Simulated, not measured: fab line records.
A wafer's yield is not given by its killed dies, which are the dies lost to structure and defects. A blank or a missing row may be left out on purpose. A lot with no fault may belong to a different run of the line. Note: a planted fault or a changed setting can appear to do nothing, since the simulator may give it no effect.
A single fault, viewed from 2 desks || flow sky130 || each desk holds nothing but its own numbers, with what lay behind them at the end

METROLOGY DESK
Means of the sampled wafers that have a number, per lot and without regard to the tool the lot ran on: this is what the gauges read. If a lot's mean is further than 4 standard deviations from the usual mean, the lot is out of limits and carries the mark OUT (the distance appears in the brackets).
Columns: A = cd-nm at SKY_SD_P_CD_MEAS_07, usual 379.1 nm
{"lot": "L787", "first seen here": "day 24 22:46", "A": 379.7}
{"lot": "L789", "first seen here": "day 26 04:35", "A": 377.0}
{"lot": "L788", "first seen here": "day 26 12:54", "A": 382.6}
{"lot": "L793", "first seen here": "day 27 15:05", "A": 376.2}
{"lot": "L795", "first seen here": "day 28 02:56", "A": 384.8}
{"lot": "L796", "first seen here": "day 28 10:47", "A": 378.2}
{"lot": "L797", "first seen here": "day 29 09:05", "A": 381.1}
{"lot": "L807", "first seen here": "day 32 03:50", "A": 377.1}
{"lot": "L805", "first seen here": "day 32 05:38", "A": 376.3}
{"lot": "L809", "first seen here": "day 32 18:23", "A": 377.5}
{"lot": "L810", "first seen here": "day 33 11:55", "A": 376.1}
This desk's finding: nothing out of limits on any of the 11 lots.

THE TOOL OWNER'S DESK: litho-track-03
The tool's own readings at SKY_POLY_CUT_COAT_03 (resist thk 450 nm): means of the sampled wafers that have a number, for each lot that ran on this tool. If a lot's mean is further than 4 standard deviations from the usual mean, the lot is out of limits and carries the mark OUT (the distance appears in the brackets).
Columns: A = spin-speed-rpm at SKY_POLY_CUT_COAT_03, usual 2999.6 rpm
{"lot": "L787", "first seen here": "day 23 03:00", "A": 2996.8}
{"lot": "L788", "first seen here": "day 24 16:00", "A": 3000.8}
{"lot": "L793", "first seen here": "day 25 19:00", "A": 2999.1}
{"lot": "L795", "first seen here": "day 26 08:00", "A": "2857.9 (-79) OUT"}
{"lot": "L796", "first seen here": "day 26 16:00", "A": "2856.8 (-79) OUT"}
{"lot": "L807", "first seen here": "day 30 11:00", "A": 3000.8}
{"lot": "L805", "first seen here": "day 30 12:00", "A": 3001.5}
{"lot": "L809", "first seen here": "day 31 00:00", "A": 2999.9}
{"lot": "L810", "first seen here": "day 31 19:00", "A": 3002.2}
Finding of this desk: L795, L796 out of limits; the first was L795 at day 26 08:00, on spin-speed-rpm at SKY_POLY_CUT_COAT_03. In limits: L787, L788, L793, L807, L805, L809, L810.

PUT TOGETHER
The tool owner's desk had the chance to raise an alarm at day 26 08:00 on L795, L796.
At the metrology desk, nothing out of limits was observed.
The metrology desk holds a record of L795, L796, inside its limits.
Every lot named ran SKY_POLY_CUT_COAT_03 on litho-track-03.

WHAT HAD BEEN PUT IN BY THE SIMULATOR
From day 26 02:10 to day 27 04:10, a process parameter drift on litho-track-03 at SKY_POLY_CUT_COAT_03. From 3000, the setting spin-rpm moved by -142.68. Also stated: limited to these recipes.
Struck lots among those shown: L795, L796.
Time in hours from fault onset to the first out-of-limits reading at each desk: the tool owner's desk, 6.
